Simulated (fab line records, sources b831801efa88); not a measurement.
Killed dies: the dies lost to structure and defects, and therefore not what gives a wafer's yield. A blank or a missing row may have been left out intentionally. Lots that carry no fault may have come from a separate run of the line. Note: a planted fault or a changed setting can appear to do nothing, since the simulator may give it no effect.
Which tool did it? || flow sky130 || Sampling: 14 lots, 42 wafers, 5 of 708 route steps

== WHAT EACH GAUGE READ, for each wafer ==
SKY_CONTACT_RS_MEAS_25: the measuring method here is four-point-probe.
{"lot": "L256", "measured": "day 31 12:34", "on": "film-metro-02", "CONTACT_W_RS (ohm/sq)": "0.335 0.340 0.332"}
{"lot": "L259", "measured": "day 32 01:56", "on": "film-metro-01", "CONTACT_W_RS (ohm/sq)": "0.332 0.336 0.339"}
{"lot": "L258", "measured": "day 32 07:54", "on": "film-metro-01", "CONTACT_W_RS (ohm/sq)": "0.345 0.346 0.334"}
{"lot": "L260", "measured": "day 32 12:15", "on": "film-metro-01", "CONTACT_W_RS (ohm/sq)": "0.343 0.348 0.339"}
{"lot": "L261", "measured": "day 32 15:27", "on": "film-metro-01", "CONTACT_W_RS (ohm/sq)": "0.345 0.335 0.346"}
{"lot": "L263", "measured": "day 33 22:58", "on": "film-metro-01", "CONTACT_W_RS (ohm/sq)": "0.332 0.335 0.344"}
{"lot": "L266", "measured": "day 34 19:08", "on": "film-metro-02", "CONTACT_W_RS (ohm/sq)": "0.329 0.333 0.347"}
{"lot": "L274", "measured": "day 37 01:32", "on": "film-metro-01", "CONTACT_W_RS (ohm/sq)": "0.350 0.344 0.350"}
{"lot": "L275", "measured": "day 37 11:17", "on": "film-metro-01", "CONTACT_W_RS (ohm/sq)": "0.339 0.341 0.337"}
{"lot": "L276", "measured": "day 38 04:27", "on": "film-metro-04", "CONTACT_W_RS (ohm/sq)": "0.342 0.338 0.338"}
{"lot": "L277", "measured": "day 38 06:14", "on": "film-metro-01", "CONTACT_W_RS (ohm/sq)": "0.341 0.343 0.343"}
{"lot": "L279", "measured": "day 39 02:23", "on": "film-metro-02", "CONTACT_W_RS (ohm/sq)": "0.343 0.341 0.345"}

SKY_METAL1_RS_MEAS_05: the measuring method here is four-point-probe.
{"lot": "L256", "measured": "day 31 13:11", "on": "film-metro-02", "METAL1_ALCU_RS (ohm/sq)": "0.1256 0.1241 0.1237"}
{"lot": "L259", "measured": "day 32 02:35", "on": "film-metro-01", "METAL1_ALCU_RS (ohm/sq)": "0.1258 0.1270 0.1272"}
{"lot": "L258", "measured": "day 32 08:31", "on": "film-metro-01", "METAL1_ALCU_RS (ohm/sq)": "0.1263 0.1277 0.1277"}
{"lot": "L260", "measured": "day 32 12:52", "on": "film-metro-02", "METAL1_ALCU_RS (ohm/sq)": "0.1274 0.1268 0.1277"}
{"lot": "L261", "measured": "day 32 16:04", "on": "film-metro-02", "METAL1_ALCU_RS (ohm/sq)": "0.1264 0.1249 0.1255"}
{"lot": "L263", "measured": "day 33 23:35", "on": "film-metro-02", "METAL1_ALCU_RS (ohm/sq)": "0.1272 0.1267 0.1278"}
{"lot": "L266", "measured": "day 34 19:45", "on": "film-metro-02", "METAL1_ALCU_RS (ohm/sq)": "0.1245 0.1259 0.1245"}
{"lot": "L274", "measured": "day 37 02:09", "on": "film-metro-01", "METAL1_ALCU_RS (ohm/sq)": "0.1267 0.1232 0.1263"}
{"lot": "L275", "measured": "day 37 11:55", "on": "film-metro-02", "METAL1_ALCU_RS (ohm/sq)": "0.1283 0.1276 0.1266"}
{"lot": "L276", "measured": "day 38 05:04", "on": "film-metro-03", "METAL1_ALCU_RS (ohm/sq)": "0.1287 0.1275 0.1286"}
{"lot": "L277", "measured": "day 38 06:51", "on": "film-metro-01", "METAL1_ALCU_RS (ohm/sq)": "0.1292 0.1261 0.1287"}
{"lot": "L279", "measured": "day 39 03:08", "on": "film-metro-02", "METAL1_ALCU_RS (ohm/sq)": "0.1286 0.1271 0.1275"}

== EACH LOT AND THE TOOL THAT RAN IT (in order: tool; ch and the chambers of the sampled wafers; start) ==
{"lot": "L256", "SKY_POLY_GATE_ETCH_17": "rie-si-02 ch 0,1,2, day 16 00:05", "SKY_POLY_GATE_STRIP_18": "plasma-asher-03 ch 0,1, day 16 00:09", "SKY_METAL1_SPUTTER_02": "pvd-sputter-04, day 31 13:04"}
{"lot": "L259", "SKY_POLY_GATE_ETCH_17": "rie-si-01 ch 0,1,2, day 16 23:23", "SKY_POLY_GATE_STRIP_18": "plasma-asher-04 ch 0, day 16 23:26", "SKY_METAL1_SPUTTER_02": "pvd-sputter-03, day 32 02:30"}
{"lot": "L258", "SKY_POLY_GATE_ETCH_17": "rie-si-02 ch 0,2,3, day 16 23:44", "SKY_POLY_GATE_STRIP_18": "plasma-asher-02 ch 0,1, day 16 23:47", "SKY_METAL1_SPUTTER_02": "pvd-sputter-01, day 32 08:25"}
{"lot": "L260", "SKY_POLY_GATE_ETCH_17": "rie-si-02 ch 0,3, day 17 13:29", "SKY_POLY_GATE_STRIP_18": "plasma-asher-02 ch 0,1, day 17 13:33", "SKY_METAL1_SPUTTER_02": "pvd-sputter-03, day 32 12:46"}
{"lot": "L261", "SKY_POLY_GATE_ETCH_17": "rie-si-01 ch 0,2,3, day 17 14:26", "SKY_POLY_GATE_STRIP_18": "plasma-asher-04 ch 0,1, day 17 14:30", "SKY_METAL1_SPUTTER_02": "pvd-sputter-04, day 32 15:59"}
{"lot": "L263", "SKY_POLY_GATE_ETCH_17": "rie-si-01 ch 2,3, day 19 00:23", "SKY_POLY_GATE_STRIP_18": "plasma-asher-04 ch 0,1, day 19 00:27", "SKY_METAL1_SPUTTER_02": "pvd-sputter-03, day 33 23:29"}
{"lot": "L264", "SKY_POLY_GATE_ETCH_17": "rie-si-02 ch 0,1, day 19 00:44", "SKY_POLY_GATE_STRIP_18": "plasma-asher-02 ch 0,1, day 19 00:48", "SKY_METAL1_SPUTTER_02": "-"}
{"lot": "L265", "SKY_POLY_GATE_ETCH_17": "rie-si-01 ch 2,3, day 19 13:56", "SKY_POLY_GATE_STRIP_18": "plasma-asher-02 ch 0,1, day 19 14:01", "SKY_METAL1_SPUTTER_02": "-"}
{"lot": "L266", "SKY_POLY_GATE_ETCH_17": "rie-si-01 ch 2,3, day 20 05:44", "SKY_POLY_GATE_STRIP_18": "plasma-asher-02 ch 0, day 20 05:47", "SKY_METAL1_SPUTTER_02": "pvd-sputter-04, day 34 19:38"}
{"lot": "L274", "SKY_POLY_GATE_ETCH_17": "rie-si-01 ch 0,2, day 22 20:44", "SKY_POLY_GATE_STRIP_18": "plasma-asher-02 ch 1, day 22 20:47", "SKY_METAL1_SPUTTER_02": "pvd-sputter-01, day 37 02:04"}
{"lot": "L275", "SKY_POLY_GATE_ETCH_17": "rie-si-02 ch 1,2,3, day 23 06:17", "SKY_POLY_GATE_STRIP_18": "plasma-asher-03 ch 0,1, day 23 06:20", "SKY_METAL1_SPUTTER_02": "pvd-sputter-03, day 37 11:49"}
{"lot": "L276", "SKY_POLY_GATE_ETCH_17": "rie-si-01 ch 0,2,3, day 24 00:05", "SKY_POLY_GATE_STRIP_18": "plasma-asher-03 ch 0,1, day 24 00:08", "SKY_METAL1_SPUTTER_02": "pvd-sputter-04, day 38 04:59"}
{"lot": "L277", "SKY_POLY_GATE_ETCH_17": "rie-si-02 ch 0,2, day 24 04:50", "SKY_POLY_GATE_STRIP_18": "plasma-asher-02 ch 0,1, day 24 04:55", "SKY_METAL1_SPUTTER_02": "pvd-sputter-01, day 38 06:43"}
{"lot": "L279", "SKY_POLY_GATE_ETCH_17": "rie-si-02 ch 0,3, day 24 20:32", "SKY_POLY_GATE_STRIP_18": "plasma-asher-04 ch 0, day 24 20:35", "SKY_METAL1_SPUTTER_02": "pvd-sputter-04, day 39 03:01"}
- SKY_POLY_GATE_ETCH_17: etches poly-Si in HBr/Cl2, stops on SiO2, target depth 180 nm, time 70.5 s.
- SKY_POLY_GATE_STRIP_18: strips in O2/N2.
- SKY_METAL1_SPUTTER_02: material AlCu, target thk 250 nm, time 13.3 s.

== WHAT THE TOOLS THEMSELVES READ (means of the sampled wafers that have a number; where no wafer has one, the mark that the record gives instead) ==
SKY_POLY_GATE_ETCH_17.
{"lot": "L256", "tool": "rie-si-02", "HBr_flow_sccm (sccm)": 150.4, "bias-w (W)": 99.92, "drypump-motor-current-A (A)": 5.1, "oes-product-au (a.u.)": 0.986, "throttle-valve-pct (%)": 33.679}
{"lot": "L259", "tool": "rie-si-01", "HBr_flow_sccm (sccm)": 150.1, "bias-w (W)": 100.02, "drypump-motor-current-A (A)": 5.7, "oes-product-au (a.u.)": 0.986, "throttle-valve-pct (%)": 33.689}
{"lot": "L258", "tool": "rie-si-02", "HBr_flow_sccm (sccm)": 149.9, "bias-w (W)": 100.00, "drypump-motor-current-A (A)": 5.3, "oes-product-au (a.u.)": 0.985, "throttle-valve-pct (%)": 33.675}
{"lot": "L260", "tool": "rie-si-02", "HBr_flow_sccm (sccm)": 150.3, "bias-w (W)": 99.84, "drypump-motor-current-A (A)": 5.2, "oes-product-au (a.u.)": 0.993, "throttle-valve-pct (%)": 33.679}
{"lot": "L261", "tool": "rie-si-01", "HBr_flow_sccm (sccm)": 150.0, "bias-w (W)": 100.13, "drypump-motor-current-A (A)": 5.7, "oes-product-au (a.u.)": 0.993, "throttle-valve-pct (%)": 33.694}
{"lot": "L263", "tool": "rie-si-01", "HBr_flow_sccm (sccm)": 150.1, "bias-w (W)": 99.97, "drypump-motor-current-A (A)": 5.7, "oes-product-au (a.u.)": 0.991, "throttle-valve-pct (%)": 33.696}
{"lot": "L264", "tool": "rie-si-02", "HBr_flow_sccm (sccm)": "-", "bias-w (W)": "-", "drypump-motor-current-A (A)": "-", "oes-product-au (a.u.)": "-", "throttle-valve-pct (%)": "-"}
{"lot": "L265", "tool": "rie-si-01", "HBr_flow_sccm (sccm)": "-", "bias-w (W)": "-", "drypump-motor-current-A (A)": "-", "oes-product-au (a.u.)": "-", "throttle-valve-pct (%)": "-"}
{"lot": "L266", "tool": "rie-si-01", "HBr_flow_sccm (sccm)": 150.5, "bias-w (W)": 100.17, "drypump-motor-current-A (A)": 5.7, "oes-product-au (a.u.)": 0.988, "throttle-valve-pct (%)": 33.683}
{"lot": "L274", "tool": "rie-si-01", "HBr_flow_sccm (sccm)": 150.0, "bias-w (W)": 100.19, "drypump-motor-current-A (A)": 5.5, "oes-product-au (a.u.)": 0.986, "throttle-valve-pct (%)": 33.681}
{"lot": "L275", "tool": "rie-si-02", "HBr_flow_sccm (sccm)": 149.7, "bias-w (W)": 100.10, "drypump-motor-current-A (A)": 5.4, "oes-product-au (a.u.)": 0.992, "throttle-valve-pct (%)": 33.699}
{"lot": "L276", "tool": "rie-si-01", "HBr_flow_sccm (sccm)": 149.9, "bias-w (W)": 99.82, "drypump-motor-current-A (A)": 5.7, "oes-product-au (a.u.)": 0.996, "throttle-valve-pct (%)": 33.689}
{"lot": "L277", "tool": "rie-si-02", "HBr_flow_sccm (sccm)": 149.4, "bias-w (W)": 100.21, "drypump-motor-current-A (A)": 5.3, "oes-product-au (a.u.)": 0.995, "throttle-valve-pct (%)": 33.681}
{"lot": "L279", "tool": "rie-si-02", "HBr_flow_sccm (sccm)": 149.7, "bias-w (W)": 99.94, "drypump-motor-current-A (A)": 5.0, "oes-product-au (a.u.)": 0.997, "throttle-valve-pct (%)": 33.696}

SKY_POLY_GATE_STRIP_18.
{"lot": "L256", "tool": "plasma-asher-03", "drypump-motor-current-A (A)": 5.49, "oes-product-au (a.u.)": 0.362, "strip-time-to-endpoint-s (s)": 3.14}
{"lot": "L259", "tool": "plasma-asher-04", "drypump-motor-current-A (A)": 5.88, "oes-product-au (a.u.)": 0.357, "strip-time-to-endpoint-s (s)": 3.15}
{"lot": "L258", "tool": "plasma-asher-02", "drypump-motor-current-A (A)": 5.36, "oes-product-au (a.u.)": 0.359, "strip-time-to-endpoint-s (s)": 3.15}
{"lot": "L260", "tool": "plasma-asher-02", "drypump-motor-current-A (A)": 5.36, "oes-product-au (a.u.)": 0.358, "strip-time-to-endpoint-s (s)": 3.11}
{"lot": "L261", "tool": "plasma-asher-04", "drypump-motor-current-A (A)": 5.91, "oes-product-au (a.u.)": 0.361, "strip-time-to-endpoint-s (s)": 3.12}
{"lot": "L263", "tool": "plasma-asher-04", "drypump-motor-current-A (A)": 5.96, "oes-product-au (a.u.)": 0.357, "strip-time-to-endpoint-s (s)": 3.13}
{"lot": "L264", "tool": "plasma-asher-02", "drypump-motor-current-A (A)": 5.34, "oes-product-au (a.u.)": 0.406, "strip-time-to-endpoint-s (s)": 4.21}
{"lot": "L265", "tool": "plasma-asher-02", "drypump-motor-current-A (A)": 5.33, "oes-product-au (a.u.)": 0.407, "strip-time-to-endpoint-s (s)": 4.22}
{"lot": "L266", "tool": "plasma-asher-02", "drypump-motor-current-A (A)": 5.33, "oes-product-au (a.u.)": 0.358, "strip-time-to-endpoint-s (s)": 3.15}
{"lot": "L274", "tool": "plasma-asher-02", "drypump-motor-current-A (A)": 5.41, "oes-product-au (a.u.)": 0.358, "strip-time-to-endpoint-s (s)": 3.13}
{"lot": "L275", "tool": "plasma-asher-03", "drypump-motor-current-A (A)": 5.63, "oes-product-au (a.u.)": 0.360, "strip-time-to-endpoint-s (s)": 3.19}
{"lot": "L276", "tool": "plasma-asher-03", "drypump-motor-current-A (A)": 5.52, "oes-product-au (a.u.)": 0.366, "strip-time-to-endpoint-s (s)": 3.19}
{"lot": "L277", "tool": "plasma-asher-02", "drypump-motor-current-A (A)": 5.35, "oes-product-au (a.u.)": 0.363, "strip-time-to-endpoint-s (s)": 3.23}
{"lot": "L279", "tool": "plasma-asher-04", "drypump-motor-current-A (A)": 5.88, "oes-product-au (a.u.)": 0.364, "strip-time-to-endpoint-s (s)": 3.12}

SKY_METAL1_SPUTTER_02.
{"lot": "L256", "tool": "pvd-sputter-04", "throttle-valve-pct (%)": 29.1}
{"lot": "L259", "tool": "pvd-sputter-03", "throttle-valve-pct (%)": 28.8}
{"lot": "L258", "tool": "pvd-sputter-01", "throttle-valve-pct (%)": 29.8}
{"lot": "L260", "tool": "pvd-sputter-03", "throttle-valve-pct (%)": 28.7}
{"lot": "L261", "tool": "pvd-sputter-04", "throttle-valve-pct (%)": 29.5}
{"lot": "L263", "tool": "pvd-sputter-03", "throttle-valve-pct (%)": 28.8}
{"lot": "L266", "tool": "pvd-sputter-04", "throttle-valve-pct (%)": 29.2}
{"lot": "L274", "tool": "pvd-sputter-01", "throttle-valve-pct (%)": 29.6}
{"lot": "L275", "tool": "pvd-sputter-03", "throttle-valve-pct (%)": 28.6}
{"lot": "L276", "tool": "pvd-sputter-04", "throttle-valve-pct (%)": 29.7}
{"lot": "L277", "tool": "pvd-sputter-01", "throttle-valve-pct (%)": 29.8}
{"lot": "L279", "tool": "pvd-sputter-04", "throttle-valve-pct (%)": 29.5}

== THE ANSWER, worked out from the rows above alone ==
Rule: what is usual is taken from the lots themselves. Put in order of their means at a reading, lots are off if they are a third of the lots or fewer, leave a main group of 4 or more, and stand apart from it by a gap of 3 or more times the standard deviation of the main group's means; of several such gaps the widest counts. Not used: any main group whose means are identical at the precision the tables above print for the reading. A lot without any number at a reading at which 4 lots or more have one is off too. The other lots that the step has rows for count as sound. First the gauges in route order, then the tools' own readings, where a lot's mean is used as printed above. The first step at which some lot is off is used, and at that step the reading that is off furthest; a lot without a number counts as furthest.
Off: L264, L265, at SKY_POLY_GATE_ETCH_17 (HBr_flow_sccm). Without a number there: L264, L265. Main group: mean 150.0 sccm, sd 0.3.
A tool fits if, at that step or a process step before it, it ran every lot that is off, and no sound lot after the first of them. Not one of the candidates tried fits.

== WHAT THE SIMULATOR PUT IN ==
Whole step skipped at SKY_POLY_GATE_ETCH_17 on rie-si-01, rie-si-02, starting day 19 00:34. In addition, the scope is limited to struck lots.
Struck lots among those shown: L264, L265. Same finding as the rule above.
